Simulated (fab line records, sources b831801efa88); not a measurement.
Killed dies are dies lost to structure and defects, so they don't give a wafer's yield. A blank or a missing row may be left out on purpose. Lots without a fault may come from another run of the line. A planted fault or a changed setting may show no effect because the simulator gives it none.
fab line records | flow sky130
record lots=7 wafers=21 last_day=50
route steps=708 shown METAL1@457 VIA1@458
lots that met no fault: from a run of the same line without faults
start_h: hours from the record's first day to the start of the lot's first wafer shown | wait_h: hours since the lot's step before | " the same as in the row above | L1.1+2: a row that stands for several wafers | - no value, or no start given | * or withheld: withheld | < > ~ a bound
route shown NAME@n: a module of which the file shows steps, and the number in the route of the first | usual: mean/standard deviation of fault-free wafers | same: alike in all rows | chamber/n: place in a boat | sites: the reading at each site | _std_site: their standard deviation | _edge_site: outer sites' mean less inner sites' | radius_mm: how far each site lies from the wafer's centre | mask NAME#n: copy n | behind: the tool/chamber that last shaped the wafer | hold: why the lot was held/for how many hours/how that ended | device: the transistor (n, p or np) that didn't switch | end of line: the same wafers' tests at the end of the route | a step without rows: its recipe alone | killed: dies lost to structure and defects at the first sort, not the wafer's yield | map: a wafer's dies, x killed, . not, _ none there
set.NAME: the setting as run; set.NAME@STEP: as run at that earlier step | model.NAME: the simulator's own value behind a step, which no gauge read
lots at some steps of the route; a table a step, a row a wafer
services: from which hour (start_h, from the record's first day; less than 0 if before it) a tool's chamber was out of use, for how many hours, and why
## steps
# step SKY_METAL1_CLEAN_23
# recipe chemistry=O3/DIW dry=n2_spin
# step SKY_VIA1_HDPCVD_00
# recipe material=SiO2 target_thk_nm=1030 sigma_open_frac=0.3 time_s=171.7 temp_c=400 sih4_flow_sccm=60 pressure_mtorr=6
# step SKY_VIA1_THK_MEAS_01
# recipe reads=SiO2_of_VIA1_HDPCVD_00
# usual VIA1_HDPCVD_THK=1028/10
# columns lot.wafer tool chamber start_h wait_h VIA1_HDPCVD_THK[nm]
L298.4 film_metro-02 - 755.13 0.0 1035
L298.5 " - " " 1014
L298.6 " - " " 1028
L308.2 film_metro-02 - 842.04 0.1 1031
L308.3 " - " " 1032
L308.5 " - " " 1024
L314.3 film_metro-04 - 887.58 0.1 1047
L314.4 " - " " 1030
L314.6 " - " " 1021
L315.1 film_metro-04 - 888.10 0.1 1020
L315.2 " - " " 1036
L315.4 " - " " 1038
L316.2 film_metro-04 - 908.69 0.1 1021
L316.3 " - " " 1022
L316.4 " - " " 1019
L319.1 film_metro-04 - 919.97 0.1 1027
L319.3 " - " " 1038
L319.4 " - " " 1035
L320.3 film_metro-02 - 926.67 0.1 1047
L320.4 " - " " 1020
L320.6 " - " " 1032
# step SKY_VIA1_CMP_02
# recipe material=SiO2 down_force_psi=4 platen_rpm=60 pad_velocity_m_s=0.94248
# usual motor_current_A=11.9/1.1
# columns lot.wafer tool chamber start_h wait_h motor_current_A
L298.4 cmp-01 0 755.31 0.2 11.3
L298.5 " 1 " " 14.2
L298.6 " 2 " " 11.1
L308.3 cmp-02 1 842.14 0.1 14.2
L308.2 " 3 " " 10.5
L308.5 " 0 " " 12.5
L314.3 cmp-02 1 887.67 0.1 14.4
L314.4 " 3 " " 11.5
L314.6 " 1 " " 14.0
L315.4 cmp-01 3 888.16 0.0 11.3
L315.1 " 0 " " 10.7
L315.2 " 1 " " 13.8
L316.2 cmp-02 3 908.74 0.0 11.6
L316.3 " 1 " " 13.2
L316.4 " 2 " " 12.1
L319.4 cmp-02 2 920.03 0.0 11.7
L319.3 " 3 " " 11.1
L319.1 " 1 " " 12.7
L320.3 cmp-02 1 926.76 0.1 13.2
L320.4 " 3 " " 11.5
L320.6 " 1 " " 13.0
# step SKY_VIA1_BOW_MEAS_03
# recipe mode=bow
# usual VIA1_BOW=80/6.5
# columns lot.wafer tool chamber start_h wait_h VIA1_BOW[um]
L298.4 film_metro-04 - 755.52 0.2 71
L298.5 " - " " 70
L298.6 " - " " 76
L308.2 film_metro-02 - 842.41 0.1 85
L308.3 " - " " 83
L308.5 " - " " 78
L314.3 film_metro-02 - 887.96 0.2 92
L314.4 " - " " 85
L314.6 " - " " 89
L315.1 film_metro-02 - 888.46 0.2 79
L315.2 " - " " 75
L315.4 " - " " 78
L316.2 film_metro-04 - 909.06 0.3 78
L316.3 " - " " 71
L316.4 " - " " 76
L319.1 film_metro-04 - 920.33 0.1 86
L319.3 " - " " 71
L319.4 " - " " 76
L320.3 film_metro-02 - 927.05 0.2 77
L320.4 " - " " 79
L320.6 " - " " 88
# step SKY_VIA1_DEHYDRATE_04
# recipe temp_c=200 time_s=60
# step SKY_VIA1_HMDS_05
# recipe prime_time_s=60 prime_temp_c=120
# step SKY_VIA1_COAT_06
# recipe resist=BARC temp_c=withheld time_s=withheld spin_rpm=3000 resist_thk_nm=60
# step SKY_VIA1_COAT_07
# recipe resist=KrF-thick spin_rpm=3000 resist_thk_nm=450
# step SKY_VIA1_SOFTBAKE_08
# recipe temp_c=100 time_s=90 resist=KrF-thick
# step SKY_VIA1_EXPOSE_09
# recipe mask_id=VIM na=0.8 source_shape=annular sigma_inner=0.55 sigma_outer=0.85 target_cd_nm=150 dose_mj=38
# step SKY_VIA1_PEB_10
# recipe peb_temp_c=withheld peb_time_s=withheld resist=KrF-thick
# step SKY_VIA1_DEVELOP_11
# recipe develop_time_s=60 resist=KrF-thick dev_temp_c=21
# usual chill_plate_temp_C=22.99/0.11 develop_time_s=60/0
# columns lot.wafer tool chamber start_h wait_h chill_plate_temp_C develop_time_s model.KrF-thick_of_VIA1_COAT_07.thk_nm
L298.4 litho_track-02 0 782 - 22.88 60 436.7
L298.5 " 0 " " 22.98 60 437.2
L298.6 " 0 " " 22.89 60 437.8
L308.2 litho_track-03 0 868 - 23.12 60 437.4
L308.3 " 0 " " 23.05 60 437
L308.5 " 0 " " 23.06 60 437
L314.3 litho_track-03 - 912 - - - 451.6
L314.4 " - " " - - 451
L314.6 " - " " - - 452.7
L315.1 litho_track-04 - 913 - - - 450.3
L315.2 " - " " - - 451.2
L315.4 " - " " - - 450.9
L316.2 litho_track-02 - 933 - - - 449.7
L316.3 " - " " - - 450.4
L316.4 " - " " - - 450.4
L319.1 litho_track-04 0 944 - 22.90 60 436
L319.3 " 0 " " 22.92 60 437
L319.4 " 0 " " 23.13 60 437.2
L320.3 litho_track-04 0 950 - 22.94 60 436.1
L320.4 " 0 " " 22.97 60 438.9
L320.6 " 0 " " 22.92 60 436.7
# step SKY_VIA1_CD_MEAS_12
# recipe target_cd_nm=150
# usual cd_nm=150.1/1.7
# columns lot.wafer tool chamber start_h wait_h cd_nm
L298.4 cd_sem-02 - 782.55 - 149.6
L298.5 " - " " 150.5
L298.6 " - " " 149.8
L308.2 cd_sem-02 - 868.40 - 150.8
L308.3 " - " " 150.5
L308.5 " - " " 150.4
L314.3 cd_sem-02 - 912.87 - -
L314.4 " - " " -
L314.6 " - " " -
L315.1 cd_sem-01 - 913.41 - -
L315.2 " - " " -
L315.4 " - " " -
L316.2 cd_sem-02 - 933.61 - -
L316.3 " - " " -
L316.4 " - " " -
L319.1 cd_sem-02 - 944.71 - 151.5
L319.3 " - " " 154.0
L319.4 " - " " 151.6
L320.3 cd_sem-01 - 950.55 - 150.4
L320.4 " - " " 150.1
L320.6 " - " " 150.5
## services
# columns tool chamber start_h hours kind
cmp-01 - 744.00 4.0 pm
cmp-01 - 748.00 - consumable_replace:conditioner
cmp-01 - 748.00 - consumable_replace:pad
cmp-01 - 765.48 1.9 repair
cmp-01 - 799.31 5.4 pm
cmp-01 - 907.10 2.2 repair
cmp-02 - 912.00 4.0 pm
cmp-02 - 916.00 - consumable_replace:conditioner
cmp-02 - 916.00 - consumable_replace:pad
## key
first_sign step=SKY_VIA1_DEVELOP_11 reading=tool_record direction=missing
effect none on later readings
model_effect step=SKY_VIA1_DEVELOP_11 value=KrF-thick_of_VIA1_COAT_07.thk_nm without=436.8 struck=450.9
met_at SKY_VIA1_DEVELOP_11
struck_wafers L314.3,L314.4,L314.6,L315.1,L315.2,L315.4,L316.2,L316.3,L316.4
later_rows_left_out L314.3,L314.4,L314.6,L315.1,L315.2,L315.4,L316.2,L316.3,L316.4
sort_left_out L314.3,L314.4,L314.6,L315.1,L315.2,L315.4,L316.2,L316.3,L316.4
onset_between 868 912
fault kind=skipped_step_whole tool=litho_track-02,litho_track-03,litho_track-04 chamber=- onset_h=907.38 steps=SKY_VIA1_DEVELOP_11 scope=struck_lots_only
# sort_left_out: the simulated sort isn't trusted on such a fault, so these wafers' sort isn't shown, and their yield isn't known
# later_rows_left_out: the simulator's readings of these wafers behind a module that went badly wrong aren't trusted and aren't shown, but for the sort
